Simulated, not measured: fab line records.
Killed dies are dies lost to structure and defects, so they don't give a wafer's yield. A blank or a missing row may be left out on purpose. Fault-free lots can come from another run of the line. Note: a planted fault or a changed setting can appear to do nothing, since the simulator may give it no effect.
Which of the tools did it? / flow sky130 / 33 wafers from 11 lots sampled at 2 of the route's 708 steps

WHAT THE GAUGES READ, wafer by wafer
SKY_POLY_GATE_THK_MEAS_04.
lot=L847; measured=day 16 01:09; on=film metro-01; POLY_GATE_CVD_03_THK (nm)=75.9 75.4 75.6
lot=L848; measured=day 16 19:16; on=film metro-01; POLY_GATE_CVD_03_THK (nm)=75.5 75.4 75.2
lot=L849; measured=day 17 03:29; on=film metro-02; POLY_GATE_CVD_03_THK (nm)=75.2 76.3 75.9
lot=L851; measured=day 17 16:40; on=film metro-02; POLY_GATE_CVD_03_THK (nm)=75.1 75.6 74.4
lot=L852; measured=day 17 16:39; on=film metro-03; POLY_GATE_CVD_03_THK (nm)=75.1 75.8 75.2
lot=L855; measured=day 18 15:48; on=film metro-01; POLY_GATE_CVD_03_THK (nm)=75.6 75.6 75.7
lot=L857; measured=day 19 05:01; on=film metro-01; POLY_GATE_CVD_03_THK (nm)=76.3 75.6 75.8
lot=L863; measured=day 21 04:02; on=film metro-03; POLY_GATE_CVD_03_THK (nm)=74.2 74.7 75.0
lot=L862; measured=day 21 08:47; on=film metro-02; POLY_GATE_CVD_03_THK (nm)=76.2 75.6 76.0
lot=L865; measured=day 21 21:44; on=film metro-02; POLY_GATE_CVD_03_THK (nm)=74.4 74.0 73.9
lot=L866; measured=day 22 09:01; on=film metro-01; POLY_GATE_CVD_03_THK (nm)=74.2 73.8 73.7

WHICH TOOL RAN EACH LOT (tool, then ch and the chambers of the sampled wafers, then the start)
lot=L847; SKY_GATE_OXIDE_STRIP_13=plasma asher-03 ch 0,1, day 14 11:10
lot=L848; SKY_GATE_OXIDE_STRIP_13=plasma asher-03 ch 0,1, day 15 07:50
lot=L849; SKY_GATE_OXIDE_STRIP_13=plasma asher-04 ch 0,1, day 15 18:02
lot=L851; SKY_GATE_OXIDE_STRIP_13=plasma asher-02 ch 0,1, day 16 04:59
lot=L852; SKY_GATE_OXIDE_STRIP_13=plasma asher-04 ch 0,1, day 16 06:25
lot=L855; SKY_GATE_OXIDE_STRIP_13=plasma asher-03 ch 0,1, day 17 03:32
lot=L857; SKY_GATE_OXIDE_STRIP_13=plasma asher-03 ch 0,1, day 17 15:17
lot=L863; SKY_GATE_OXIDE_STRIP_13=plasma asher-04 ch 0,1, day 19 16:22
lot=L862; SKY_GATE_OXIDE_STRIP_13=plasma asher-04 ch 0,1, day 19 21:29
lot=L865; SKY_GATE_OXIDE_STRIP_13=plasma asher-04 ch 0,1, day 20 10:31
lot=L866; SKY_GATE_OXIDE_STRIP_13=plasma asher-02 ch 0,1, day 20 21:07
- SKY_GATE_OXIDE_STRIP_13: strips in O2/N2.

THE ANSWER, worked out from the rows above alone
Rule: the lots themselves supply what counts as usual. The widest of any qualifying gaps counts: lots, ordered by their means at a reading, are off when they make up no more than a third of the lots, leave a main group of 4 or more, and stand apart from it by 3 or more times the standard deviation of that group's means. The tables above print the reading to a certain number of digits; a main group whose means all agree to those digits is not used. A lot without any number at a reading at which 4 lots or more have one is off too. Where the step has rows for the other lots, those lots are counted as sound.
Nothing can be told from this: no lot is off at any reading shown.

WHAT WAS PUT IN BY THE SIMULATOR
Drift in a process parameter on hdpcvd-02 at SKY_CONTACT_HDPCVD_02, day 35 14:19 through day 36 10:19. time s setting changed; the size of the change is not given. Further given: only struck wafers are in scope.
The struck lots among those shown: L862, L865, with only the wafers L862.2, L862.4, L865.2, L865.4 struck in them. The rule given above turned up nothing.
